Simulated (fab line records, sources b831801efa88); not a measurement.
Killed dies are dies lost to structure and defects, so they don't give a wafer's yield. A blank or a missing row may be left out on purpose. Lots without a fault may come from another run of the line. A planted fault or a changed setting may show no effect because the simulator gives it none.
Which tool did it? | flow gf180mcu | 11 lots, 33 wafers sampled, at 5 steps of a route of 602

WHAT THE GAUGES READ, wafer by wafer
GF_HV_LDD_OVL_MEAS_32. Usual: HV_LDD_02_OVL -1.2 nm, standard deviation 1.4.
lot  | measured     | on         | HV_LDD_02_OVL (nm) | flag
L544 | day 11 05:42 | overlay-02 | -1.3 -2.1 -0.1     |
L545 | day 12 07:23 | overlay-02 | -0.5 -0.3 -2.0     |
L547 | day 12 16:37 | overlay-01 | 0.2 0.3 -0.2       |
L554 | day 14 18:29 | overlay-02 | -0.2 -2.8 -2.8     |
L555 | day 15 04:31 | overlay-01 | -0.6 -1.3 -1.9     |
L557 | day 16 01:28 | overlay-01 | 0.2 -2.1 -1.9      |
L558 | day 16 05:38 | overlay-02 | -3.0 -1.0 -0.4     |
L559 | day 16 14:29 | overlay-02 | -1.2 -1.9 -4.1     |
L560 | day 16 15:21 | overlay-02 | -1.8 -0.8 0.6      |
L564 | day 18 08:32 | overlay-02 | -2.2 -4.2 -2.6     |
L566 | day 18 18:49 | overlay-02 | -2.7 0.6 -0.4      |

WHICH TOOL RAN EACH LOT (tool, then ch and the chambers of the sampled wafers, then the start)
lot  | GF_STI_ETCH_13                    | GF_STI_STRIP_15                     | GF_MVPSD_STRIP_10                    | GF_HV_LDD_STRIP_10
L544 | rie_diel-01 ch 1,2,3, day 2 02:29 | plasma_asher-01 ch 0,1, day 2 02:41 | plasma_asher-03 ch 0,1, day 4 23:49  | plasma_asher-01 ch 0,1, day 9 17:43
L545 | rie_diel-01 ch 0,1,3, day 2 07:13 | plasma_asher-04 ch 0,1, day 2 07:22 | plasma_asher-03 ch 0,1, day 5 15:28  | plasma_asher-03 ch 1, day 10 18:25
L547 | rie_diel-04 ch 0,2, day 2 16:08   | plasma_asher-01 ch 0,1, day 2 16:17 | plasma_asher-01 ch 0,1, day 5 21:13  | plasma_asher-04 ch 0,1, day 11 02:27
L554 | rie_diel-01 ch 0,2,3, day 4 04:20 | plasma_asher-04 ch 0,1, day 4 04:31 | plasma_asher-04 ch 0,1, day 7 12:40  | plasma_asher-04 ch 0,1, day 13 00:37
L555 | rie_diel-01 ch 2,3, day 4 10:29   | plasma_asher-04 ch 0,1, day 4 10:38 | plasma_asher-01 ch 1, day 7 17:29    | plasma_asher-03 ch 0, day 13 10:09
L557 | rie_diel-04 ch 2,3, day 4 21:48   | plasma_asher-01 ch 0,1, day 4 21:57 | plasma_asher-04 ch 0,1, day 8 11:39  | plasma_asher-01 ch 0,1, day 14 05:45
L558 | rie_diel-02 ch 0,1, day 5 02:05   | plasma_asher-01 ch 0,1, day 5 02:14 | plasma_asher-04 ch 0,1, day 8 16:56  | plasma_asher-04 ch 0,1, day 14 11:17
L559 | rie_diel-04 ch 0,1, day 5 07:34   | plasma_asher-04 ch 0,1, day 5 07:45 | plasma_asher-03 ch 0,1, day 8 20:50  | plasma_asher-03 ch 0,1, day 14 18:54
L560 | rie_diel-02 ch 2,3, day 5 10:47   | plasma_asher-01 ch 0,1, day 5 10:56 | plasma_asher-04 ch 0,1, day 8 22:32  | plasma_asher-03 ch 0,1, day 14 19:54
L564 | rie_diel-04 ch 1,2, day 6 12:06   | plasma_asher-01 ch 0,1, day 6 12:17 | plasma_asher-04 ch 0,1, day 10 06:59 | plasma_asher-01 ch 0,1, day 16 10:33
L566 | rie_diel-04 ch 0,1, day 6 18:44   | plasma_asher-02 ch 0,1, day 6 18:53 | plasma_asher-04 ch 0,1, day 10 10:08 | plasma_asher-04 ch 0,1, day 16 20:26
- GF_STI_ETCH_13: etches the open film in CHF3/O2, stops on Si, target depth 282.31 nm, time 112.9 s.
- GF_STI_STRIP_15: strips in O2/N2.
- GF_MVPSD_STRIP_10: strips in O2/N2.
- GF_HV_LDD_STRIP_10: strips in O2/N2.

WHAT THE TOOLS THEMSELVES READ (means of the sampled wafers that have a number; where no wafer has one, the mark that the record gives instead)
GF_STI_ETCH_13. Usual: drypump_motor_current_A 5.6 A, standard deviation 0.54; oes_product_au 0.831 a.u., standard deviation 0.006; rf_fwd_power_W 596.5 W, standard deviation 1.9; throttle_valve_pct 8.810 %, standard deviation 0.0084.
lot  | tool        | drypump_motor_current_A (A) | oes_product_au (a.u.) | rf_fwd_power_W (W) | throttle_valve_pct (%) | flag
L544 | rie_diel-01 | 5.3                         | 0.837                 | 596.1              | 8.811                  |
L545 | rie_diel-01 | 5.1                         | 0.833                 | 597.0              | 8.811                  |
L547 | rie_diel-04 | 5.9                         | 0.835                 | 595.0              | 8.805                  |
L554 | rie_diel-01 | 5.5                         | 0.822                 | 563.2              | 8.812                  | OFF
L555 | rie_diel-01 | 5.5                         | 0.831                 | 564.6              | 8.808                  | OFF
L557 | rie_diel-04 | 6.1                         | 0.829                 | 595.2              | 8.805                  |
L558 | rie_diel-02 | 6.2                         | 0.833                 | 598.1              | 8.807                  |
L559 | rie_diel-04 | 6.0                         | 0.829                 | 598.3              | 8.809                  |
L560 | rie_diel-02 | 5.8                         | 0.825                 | 594.3              | 8.817                  |
L564 | rie_diel-04 | 6.4                         | 0.833                 | 594.4              | 8.807                  |
L566 | rie_diel-04 | 5.8                         | 0.830                 | 595.2              | 8.809                  |

GF_STI_STRIP_15. Usual: drypump_motor_current_A 5.7 A, standard deviation 0.46; heater_power_w 323 W, standard deviation 32; oes_product_au 0.382 a.u., standard deviation 0.005; strip_time_to_endpoint_s 3.70 s, standard deviation 0.063.
lot  | tool            | drypump_motor_current_A (A) | heater_power_w (W) | oes_product_au (a.u.) | strip_time_to_endpoint_s (s) | flag
L544 | plasma_asher-01 | 5.7                         | 344                | 0.383                 | 3.69                         |
L545 | plasma_asher-04 | 5.3                         | 324                | 0.380                 | 3.65                         |
L547 | plasma_asher-01 | 5.7                         | 344                | 0.384                 | 3.67                         |
L554 | plasma_asher-04 | 5.4                         | 311                | 0.384                 | 3.74                         |
L555 | plasma_asher-04 | 5.3                         | 319                | 0.382                 | 3.72                         |
L557 | plasma_asher-01 | 5.8                         | 348                | 0.381                 | 3.71                         |
L558 | plasma_asher-01 | 5.7                         | 353                | 0.382                 | 3.77                         |
L559 | plasma_asher-04 | 5.5                         | 315                | 0.375                 | 3.64                         |
L560 | plasma_asher-01 | 5.9                         | 324                | 0.382                 | 3.71                         |
L564 | plasma_asher-01 | 5.7                         | 348                | 0.384                 | 3.73                         |
L566 | plasma_asher-02 | 6.2                         | 314                | 0.382                 | 3.71                         |

GF_MVPSD_STRIP_10. Usual: drypump_motor_current_A 5.9 A, standard deviation 0.48; heater_power_w 335 W, standard deviation 34; oes_product_au 0.723 a.u., standard deviation 0.0046; strip_time_to_endpoint_s 36.97 s, standard deviation 0.094.
lot  | tool            | drypump_motor_current_A (A) | heater_power_w (W) | oes_product_au (a.u.) | strip_time_to_endpoint_s (s) | flag
L544 | plasma_asher-03 | 6.2                         | 358                | 0.728                 | 36.99                        |
L545 | plasma_asher-03 | 6.2                         | 359                | 0.723                 | 37.10                        |
L547 | plasma_asher-01 | 5.7                         | 350                | 0.721                 | 37.01                        |
L554 | plasma_asher-04 | 5.5                         | 312                | 0.722                 | 37.10                        |
L555 | plasma_asher-01 | 5.6                         | 379                | 0.723                 | 36.91                        |
L557 | plasma_asher-04 | 5.5                         | 308                | 0.728                 | 37.00                        |
L558 | plasma_asher-04 | 5.4                         | 310                | 0.721                 | 36.97                        |
L559 | plasma_asher-03 | 6.5                         | 356                | 0.725                 | 37.00                        |
L560 | plasma_asher-04 | 5.5                         | 311                | 0.724                 | 36.87                        |
L564 | plasma_asher-04 | 5.3                         | 315                | 0.725                 | 37.04                        |
L566 | plasma_asher-04 | 5.3                         | 319                | 0.718                 | 36.90                        |

GF_HV_LDD_STRIP_10. Usual: drypump_motor_current_A 5.9 A, standard deviation 0.48; heater_power_w 336 W, standard deviation 33; oes_product_au 0.716 a.u., standard deviation 0.0047; strip_time_to_endpoint_s 12.63 s, standard deviation 0.038.
lot  | tool            | drypump_motor_current_A (A) | heater_power_w (W) | oes_product_au (a.u.) | strip_time_to_endpoint_s (s) | flag
L544 | plasma_asher-01 | 5.9                         | 321                | 0.715                 | 12.64                        |
L545 | plasma_asher-03 | 6.0                         | 363                | 0.715                 | 12.61                        |
L547 | plasma_asher-04 | 5.3                         | 319                | 0.712                 | 12.57                        |
L554 | plasma_asher-04 | 5.5                         | 315                | 0.719                 | 12.60                        |
L555 | plasma_asher-03 | 6.8                         | 360                | 0.718                 | 12.61                        |
L557 | plasma_asher-01 | 5.9                         | 319                | 0.719                 | 12.62                        |
L558 | plasma_asher-04 | 5.4                         | 320                | 0.717                 | 12.63                        |
L559 | plasma_asher-03 | 6.5                         | 361                | 0.717                 | 12.61                        |
L560 | plasma_asher-03 | 6.2                         | 364                | 0.710                 | 12.65                        |
L564 | plasma_asher-01 | 5.9                         | 319                | 0.713                 | 12.64                        |
L566 | plasma_asher-04 | 5.4                         | 318                | 0.714                 | 12.65                        |

THE ANSWER, worked out from the rows above alone
Rule: a lot is off if the mean of its wafers that have a number lies more than 3 standard deviations from the usual mean. A lot without any number at a reading at which 4 lots or more have one is off too. The other lots that the step has rows for count as sound. The gauges are gone through in route order, then the tools' own readings, and for those a lot's mean is taken as printed above. The first step at which some lot is off is used, and at that step the reading that is off furthest; a lot without a number counts as furthest.
Off: L554, L555, at GF_STI_ETCH_13 (rf_fwd_power_W).
A tool fits if, at that step or a process step before it, it ran every lot that is off, and no sound lot after the first of them. One fits: rie_diel-01 at GF_STI_ETCH_13. Its last sound lot is L545 (day 2 07:13), its first lot that is off L554 (day 4 04:20): a fault that began between those two fits.
The tool's own readings at GF_STI_ETCH_13 bear it out: on the lots that are off they differ by more than 5 times the standard deviation of the sound lots' means. rf_fwd_power_W reads 563.9 W there against 596.0 W on the sound lots.

WHAT THE SIMULATOR HAD PUT IN
Process parameter drift: rie_diel-01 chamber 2, from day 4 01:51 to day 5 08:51, at GF_STI_ETCH_13. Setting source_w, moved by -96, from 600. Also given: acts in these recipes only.
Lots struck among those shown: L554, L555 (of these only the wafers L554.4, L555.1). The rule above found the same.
